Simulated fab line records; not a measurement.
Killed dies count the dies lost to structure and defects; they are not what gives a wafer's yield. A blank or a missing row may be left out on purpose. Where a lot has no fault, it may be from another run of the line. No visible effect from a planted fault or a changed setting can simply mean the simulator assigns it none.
A lot that was struck, set against a sound lot	flow sky130	15 steps out of a route of 708
Sound: the wafers L806.1, L806.2, L806.6. Struck: wafers L823.1, L823.4 (left out: L823.3, a lot-mate that was not struck); the cause follows at the end.
Order at every step that has rows: each side's tool, ch and its chambers, its first start. Under that, the readings that differ: sound wafers	struck wafers	difference of the means	sigmas: that difference in standard deviations of wafers without a fault.
alike: same words and numbers on both sides, and readings whose means sit less than 2 such deviations apart. not compared: any withheld reading, any reading some wafer has no value for, any bound like >300 that may hide the same value, and any number with overlapping values for which the record gives no deviation.
Wherever a step has rows on one side only, a row that says differs or no value, or a row with sigmas, the two part there. Non-overlapping numbers with no deviation appear without sigmas and do not part them. Lack of a reading on every wafer of one side parts them only where that side has two or more wafers.

SKY_VIA3_ETCH_14: etches BARC in N2/H2, stops on SiO2, time 45.9 s, target depth 60 nm.
  sound on rie-diel-03 ch 1,2, day 40 14:14; struck on rie-diel-03 ch 0,1, day 45 02:11
  alike: drypump-motor-current-A, oes-product-au, throttle-valve-pct
  not compared: rf-hours-counter-h
then, 1 step without rows for these wafers: SKY_VIA3_ETCH_15 (etches SiO2 in C4F8/O2/Ar, stops on TiN, target depth 507 nm, time 78 s).
SKY_VIA3_STRIP_16: strips in O2/N2.
  sound on plasma-asher-03 ch 0,1, day 40 14:20; struck on plasma-asher-02 ch 0,1, day 45 02:17
  alike: drypump-motor-current-A, oes-product-au, strip-time-to-endpoint-s
  not compared: rf-hours-counter-h
then, 5 steps without rows for these wafers: SKY_VIA3_STRIP_17 (strips in post etch residue remover, time 1200 s); SKY_VIA3_CLEAN_18 (cleans in IPA, time 180 s); SKY_VIA3_CLEAN_19 (cleans in O3/DIW); SKY_VIA3_SPUTTER_20 (material TiN, target thk 20 nm, time 80 s); SKY_VIA3_CVD_21 (deposits W, target thk 390 nm, time 117.31 s).
SKY_VIA3_RS_MEAS_22: uses a four-point probe to measure.
  sound on film-metro-03 at day 40 15:07; struck on film-metro-01 at day 45 03:07
  alike: VIA3_W_RS
SKY_VIA3_THK_MEAS_23: measures by xrf.
  sound on film-metro-03 at day 40 15:14; struck on film-metro-01 at day 45 03:14
  alike: VIA3_W_THK
SKY_VIA3_CMP_24: polishes, stops on SiO2, t overpolish 20 s, target thk 0 nm.
  sound on cmp-02 ch 1,3, day 40 15:18; struck on cmp-02 ch 0,2, day 45 03:17
  alike: motor-current-A, overpolish-run-s, time-to-endpoint-s
SKY_METAL4_SPUTTER_00: material Ti, target thk 15 nm, time 10 s.
  sound on pvd-sputter-03 at day 40 15:36; struck on pvd-sputter-02 at day 45 03:35
  alike: chamber-pressure-pa, throttle-valve-pct
SKY_METAL4_SPUTTER_01: material TiN, target thk 20 nm, time 16.7 s.
  sound on pvd-sputter-03 at day 40 15:37; struck on pvd-sputter-02 at day 45 03:37
reading	sound	struck	difference	sigmas
model.TiN_of_METAL4_SPUTTER_01.thk-nm (nm)	20.06 20.07 19.98	29.97 30.06	+9.98	
  alike: chamber-pressure-pa, throttle-valve-pct
SKY_METAL4_SPUTTER_02: material AlCu, target thk 735 nm, time 39.1 s.
  sound on pvd-sputter-03 at day 40 15:39; struck on pvd-sputter-02 at day 45 03:38
  alike: chamber-pressure-pa, throttle-valve-pct
-- the record jumps here: 5 days lie between the struck wafers' starts before and after (it left off in module METAL4 and takes up again in module PAD_OPEN, whose first step shown is number 708 of the route) --
SKY_PAD_OPEN_PROBE_99:
  the record has rows for the struck wafers here (prober-01, day 50 06:59) and none for the sound ones

== WHERE THEY PART ==
At SKY_PAD_OPEN_PROBE_99 and nowhere else, as far as this record goes.

WHY: whatever the simulator had introduced
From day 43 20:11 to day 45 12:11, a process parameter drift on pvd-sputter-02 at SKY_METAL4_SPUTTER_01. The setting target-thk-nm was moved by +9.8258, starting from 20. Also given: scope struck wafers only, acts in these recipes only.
